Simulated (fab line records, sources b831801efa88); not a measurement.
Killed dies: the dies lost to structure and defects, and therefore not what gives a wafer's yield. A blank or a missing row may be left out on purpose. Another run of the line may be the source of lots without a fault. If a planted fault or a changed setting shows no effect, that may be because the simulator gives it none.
Struck lot and sound lot, side by side | flow sky130 | 32 out of 708 route steps
Sound: the wafers L260.2, L260.3, L260.4. The struck wafers were L272.3, L272.6. The cause is given at the end.
Each step with rows lists, per side, the tool, then ch with its chambers, then its first start. Under that, the readings that differ: sound wafers | struck wafers | difference of the means | sigmas: that difference in standard deviations of wafers without a fault.
alike: words and numbers the same on both sides, and readings whose means are apart by under 2 such deviations; not compared: readings that were withheld, readings missing a value for some wafer, numbers with overlapping values and no deviation given by the record, and bounds like >300 which may hide the same value.
A row with sigmas, a row that says differs or no value, or rows on one side alone: a step with any of these is where the two part. Non-overlapping numbers with no deviation appear without sigmas and do not part them. A reading missing from all wafers of one side parts the sides only when that side holds two or more wafers.

first, 5 steps without rows for these wafers: SKY_VIA1_ETCH_15 (etches SiO2 in C4F8/O2/Ar, stops on TiN, target depth 351 nm, time 54 s); SKY_VIA1_STRIP_16 (strips in O2/N2); SKY_VIA1_STRIP_17 (strips in post etch residue remover, time 1200 s); SKY_VIA1_CLEAN_18 (cleans in IPA, time 180 s); SKY_VIA1_CLEAN_19 (cleans in O3/DIW).
SKY_VIA1_SPUTTER_20: material TiN, target thk 20 nm, time 80 s.
  struck on pvd sputter-02, day 39 09:28; sound on pvd sputter-02, day 35 15:48
  alike: throttle valve pct
then, 1 step without rows for these wafers: SKY_VIA1_CVD_21 (deposits W, target thk 270 nm, time 80.902 s).
SKY_VIA1_RS_MEAS_22: a four-point-probe measurement.
  struck on film metro-03, day 39 09:40; sound on film metro-01, day 35 15:59
  alike: VIA1_W_RS
SKY_VIA1_THK_MEAS_23: measures by xrf.
  struck on film metro-03, day 39 09:46; sound on film metro-01, day 35 16:05
  alike: VIA1_W_THK
then, 2 steps without rows for these wafers: SKY_VIA1_CMP_24 (polishes, stops on SiO2, t overpolish 15 s, target thk 0 nm); SKY_METAL2_SPUTTER_00 (material Ti, target thk 15 nm, time 10 s).
SKY_METAL2_SPUTTER_01: material TiN, target thk 20 nm, time 16.7 s.
  struck on pvd sputter-04, day 39 10:08; sound on pvd sputter-04, day 35 16:28
  alike: throttle valve pct
SKY_METAL2_SPUTTER_02: material AlCu, target thk 250 nm, time 13.3 s.
  struck on pvd sputter-04, day 39 10:09; sound on pvd sputter-04, day 35 16:29
  reading                                     | sound             | struck      | difference | sigmas
  model.AlCu_of_METAL2_SPUTTER_02.thk nm (nm) | 248.7 248.6 246.3 | 208.8 211.3 | -37.8      |
  alike: throttle valve pct
SKY_METAL2_SPUTTER_03: material Ti, target thk 5 nm, time 3.3 s.
  struck on pvd sputter-04, day 39 10:11; sound on pvd sputter-04, day 35 16:31
  alike: throttle valve pct
then, 1 step without rows for these wafers: SKY_METAL2_SPUTTER_04 (material TiN, target thk 70 nm, time 58.3 s).
SKY_METAL2_RS_MEAS_05: a four-point-probe measurement.
  struck on film metro-03, day 39 10:17; sound on film metro-01, day 35 16:36
  reading                 | sound                | struck        | difference | sigmas
  METAL2_ALCU_RS (ohm/sq) | 0.1277 0.1277 0.1288 | 0.1530 0.1511 | +0.0240    | +20
SKY_METAL2_THK_MEAS_06: measures by xrf.
  struck on film metro-03, day 39 10:23; sound on film metro-01, day 35 16:43
  reading              | sound             | struck      | difference | sigmas
  METAL2_ALCU_THK (nm) | 249.8 250.2 243.2 | 207.4 211.8 | -38.1      | -14
then, 8 steps without rows for these wafers: SKY_METAL2_DEHYDRATE_07 (time 60 s); SKY_METAL2_HMDS_08 (prime time 60 s); SKY_METAL2_COAT_09 (resist thk 60 nm); SKY_METAL2_COAT_10 (resist thk 450 nm); SKY_METAL2_SOFTBAKE_11 (time 90 s); SKY_METAL2_EXPOSE_12 (exposes mask MM2, target cd 140 nm); SKY_METAL2_PEB_13; SKY_METAL2_DEVELOP_14 (develop time 60 s).
SKY_METAL2_CD_MEAS_15 targets a cd of 140 nm.
  struck on cd sem-02, day 40 11:45; sound on cd sem-01, day 36 18:52
  reading    | sound             | struck      | difference | sigmas
  cd nm (nm) | 138.1 138.7 136.4 | 141.6 140.8 | +3.5       | +2
SKY_METAL2_OVL_MEAS_16:
  struck on overlay-01, day 40 11:50; sound on overlay-02, day 36 18:58
  alike: METAL2_OVL
SKY_METAL2_DESCUM_17: chemistry O2, time 8 s.
  sound on rie metal-04 ch 0, day 36 19:01; struck on rie metal-03 ch 0, day 40 11:53
  alike: drypump motor current A, oes product au
  not compared: rf hours counter h
then, 1 step without rows for these wafers: SKY_METAL2_ETCH_18 (etches BARC in N2/H2, stops on SiO2, time 45.9 s, target depth 60 nm).
SKY_METAL2_METAL_ETCH_19: etches the open film in Cl2/BCl3, stops on SiO2, target depth 360 nm, time 78 s.
  sound on rie metal-04 ch 0, day 36 19:13; struck on rie metal-03 ch 0, day 40 11:59
  reading                     | sound             | struck      | difference | sigmas
  drypump motor current A (A) | 5.73 5.73 5.75    | 6.22 6.23   | +0.49      | +2
  oes product au (a.u.)       | 0.855 0.854 0.845 | 0.816 0.830 | -0.028     | -5
  alike: throttle valve pct
  not compared: rf hours counter h
SKY_METAL2_STRIP_20: strips in O2/N2.
  sound on plasma asher-02 ch 0,1, day 36 19:22; struck on plasma asher-04 ch 0,1, day 40 12:05
  alike: drypump motor current A, oes product au, strip time to endpoint s
  not compared: rf hours counter h
-- the record jumps here: 10 days lie between the struck wafers' starts before and after (it left off in module METAL2 and takes up again in module PAD_OPEN, whose first step shown is number 708 of the route) --
SKY_PAD_OPEN_PROBE_99:
  struck on prober-02, day 50 03:47; sound on prober-01, day 47 10:48
  alike: defect limited yield, killed_at_M0_to_M3, killed_at_M4_up, killed at contacts, killed at front end, killed at other, killed dies, killed open, killed short, sort_bin_3_pad_short, sort_bin_5_function, sort_bin_6_memory, sort n pass, sort yield pct

## WHERE THEY PART
At SKY_METAL2_RS_MEAS_05 first; at SKY_METAL2_METAL_ETCH_19 last (within this record only). Later steps at which nothing parts them and some readings are alike: SKY_METAL2_STRIP_20, SKY_PAD_OPEN_PROBE_99.

WHY: whatever the simulator had introduced
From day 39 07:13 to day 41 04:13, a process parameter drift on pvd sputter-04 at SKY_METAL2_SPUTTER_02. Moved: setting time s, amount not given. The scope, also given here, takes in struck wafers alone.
